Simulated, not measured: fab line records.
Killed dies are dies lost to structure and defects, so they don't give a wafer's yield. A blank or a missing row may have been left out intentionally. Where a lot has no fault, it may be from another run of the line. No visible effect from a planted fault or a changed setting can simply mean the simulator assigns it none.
The tool behind it: which one? :: flow sky130 :: 11 lots with 33 wafers sampled at 4 steps, on a route of 708 steps

## WHAT THE GAUGES SHOWED, per wafer
SKY_VIA1_RS_MEAS_22: measures by four-point-probe.
lot: L418
measured: day 34 08:01
on: film metro-01
VIA1_W_RS (ohm/sq): 0.429 0.436 0.431

lot: L422
measured: day 36 05:31
on: film metro-02
VIA1_W_RS (ohm/sq): 0.437 0.429 0.425

lot: L423
measured: day 36 06:16
on: film metro-01
VIA1_W_RS (ohm/sq): 0.429 0.432 0.427

lot: L424
measured: day 36 10:46
on: film metro-01
VIA1_W_RS (ohm/sq): 0.435 0.427 0.429

lot: L426
measured: day 37 03:55
on: film metro-02
VIA1_W_RS (ohm/sq): 0.437 0.433 0.436

lot: L429
measured: day 37 20:51
on: film metro-04
VIA1_W_RS (ohm/sq): 0.430 0.431 0.423

lot: L430
measured: day 38 04:29
on: film metro-01
VIA1_W_RS (ohm/sq): 0.533 0.529 0.537 0.535 0.529 0.536

lot: L431
measured: day 38 12:11
on: film metro-01
VIA1_W_RS (ohm/sq): 0.426 0.424 0.428

lot: L436
measured: day 39 21:13
on: film metro-02
VIA1_W_RS (ohm/sq): 0.539 0.545 0.529 0.538 0.546 0.530

lot: L435
measured: day 40 06:56
on: film metro-04
VIA1_W_RS (ohm/sq): 0.527 0.527 0.538 0.527 0.527 0.539

lot: L439
measured: day 41 00:02
on: film metro-04
VIA1_W_RS (ohm/sq): 0.435 0.433 0.434

## WHICH TOOL RAN EACH LOT (tool, then ch and the chambers of the sampled wafers, then the start)
lot: L418
SKY_METAL1_SPUTTER_04: pvd sputter-04, day 31 23:10
SKY_VIA1_CMP_02: cmp-01 ch 0,2,3, day 33 03:52
SKY_VIA1_CVD_21: cvd w-01 ch 0,1, day 34 07:55

lot: L422
SKY_METAL1_SPUTTER_04: pvd sputter-04, day 33 19:43
SKY_VIA1_CMP_02: cmp-01 ch 0,2, day 35 03:08
SKY_VIA1_CVD_21: cvd w-01 ch 0,1, day 36 05:25

lot: L423
SKY_METAL1_SPUTTER_04: pvd sputter-04, day 33 22:56
SKY_VIA1_CMP_02: cmp-01 ch 0,1,2, day 35 03:50
SKY_VIA1_CVD_21: cvd w-01 ch 0,1, day 36 06:06

lot: L424
SKY_METAL1_SPUTTER_04: pvd sputter-02, day 34 04:37
SKY_VIA1_CMP_02: cmp-02 ch 0,2,3, day 35 08:13
SKY_VIA1_CVD_21: cvd w-01 ch 0,1, day 36 10:40

lot: L426
SKY_METAL1_SPUTTER_04: pvd sputter-02, day 34 22:11
SKY_VIA1_CMP_02: cmp-01 ch 1,3, day 36 01:43
SKY_VIA1_CVD_21: cvd w-01 ch 0, day 37 03:48

lot: L429
SKY_METAL1_SPUTTER_04: pvd sputter-03, day 35 16:29
SKY_VIA1_CMP_02: cmp-02 ch 1,2,3, day 36 17:24
SKY_VIA1_CVD_21: cvd w-02 ch 0, day 37 20:45

lot: L430
SKY_METAL1_SPUTTER_04: pvd sputter-03, day 35 23:43
SKY_VIA1_CMP_02: cmp-01 ch 2,3, day 37 02:02
SKY_VIA1_CVD_21: cvd w-01 ch 0,1, day 38 04:23

lot: L431
SKY_METAL1_SPUTTER_04: pvd sputter-03, day 36 07:13
SKY_VIA1_CMP_02: cmp-01 ch 0,1,2, day 37 09:19
SKY_VIA1_CVD_21: cvd w-02 ch 0,1, day 38 12:02

lot: L436
SKY_METAL1_SPUTTER_04: pvd sputter-03, day 37 16:38
SKY_VIA1_CMP_02: cmp-01 ch 1,2,3, day 38 19:09
SKY_VIA1_CVD_21: cvd w-01 ch 0,1, day 39 21:07

lot: L435
SKY_METAL1_SPUTTER_04: pvd sputter-02, day 38 01:13
SKY_VIA1_CMP_02: cmp-02 ch 0,2,3, day 39 04:26
SKY_VIA1_CVD_21: cvd w-01 ch 0,1, day 40 06:50

lot: L439
SKY_METAL1_SPUTTER_04: pvd sputter-02, day 38 20:13
SKY_VIA1_CMP_02: cmp-02 ch 1,2,3, day 39 22:27
SKY_VIA1_CVD_21: cvd w-02 ch 0, day 40 23:57
- SKY_METAL1_SPUTTER_04: material TiN, target thk 70 nm, time 58.3 s.
- SKY_VIA1_CMP_02: polishes SiO2.
- SKY_VIA1_CVD_21: deposits W, target thk 270 nm, time 80.902 s.

## THE ANSWER, worked out from the rows above alone
Rule: the lots themselves supply what counts as usual. The widest of any qualifying gaps counts: lots, ordered by their means at a reading, are off when they make up no more than a third of the lots, leave a main group of 4 or more, and stand apart from it by 3 or more times the standard deviation of that group's means. The tables above print the reading to a certain number of digits; a main group whose means all agree to those digits is not used. Also off: a lot with no number at a reading for which 4 or more lots have one. The other lots that the step has rows for count as sound.
Off: at SKY_VIA1_RS_MEAS_22 (VIA1_W_RS), L430, L436, L435. For the main group the mean is 0.431 ohm/sq and the standard deviation 0.0029.
A tool fits if, at a process step before that reading, it ran every lot that is off, and no sound lot after the first of them. Those tools and the gauges at SKY_VIA1_RS_MEAS_22 are tried in the same way. One fits: SKY_VIA1_CVD_21 on cvd w-01. A fault onset in the window from L426 (day 37 03:48, its last sound lot) to L430 (day 38 04:23, its first lot off) fits.

## WHAT THE SIMULATOR PUT IN
Site profile drift: cvd w-01, from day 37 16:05 on, at SKY_VIA1_CVD_21. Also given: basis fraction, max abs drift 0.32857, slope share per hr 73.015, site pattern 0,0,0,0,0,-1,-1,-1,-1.
Struck lots among those shown: L430, L436, L435. The rule above found the same.
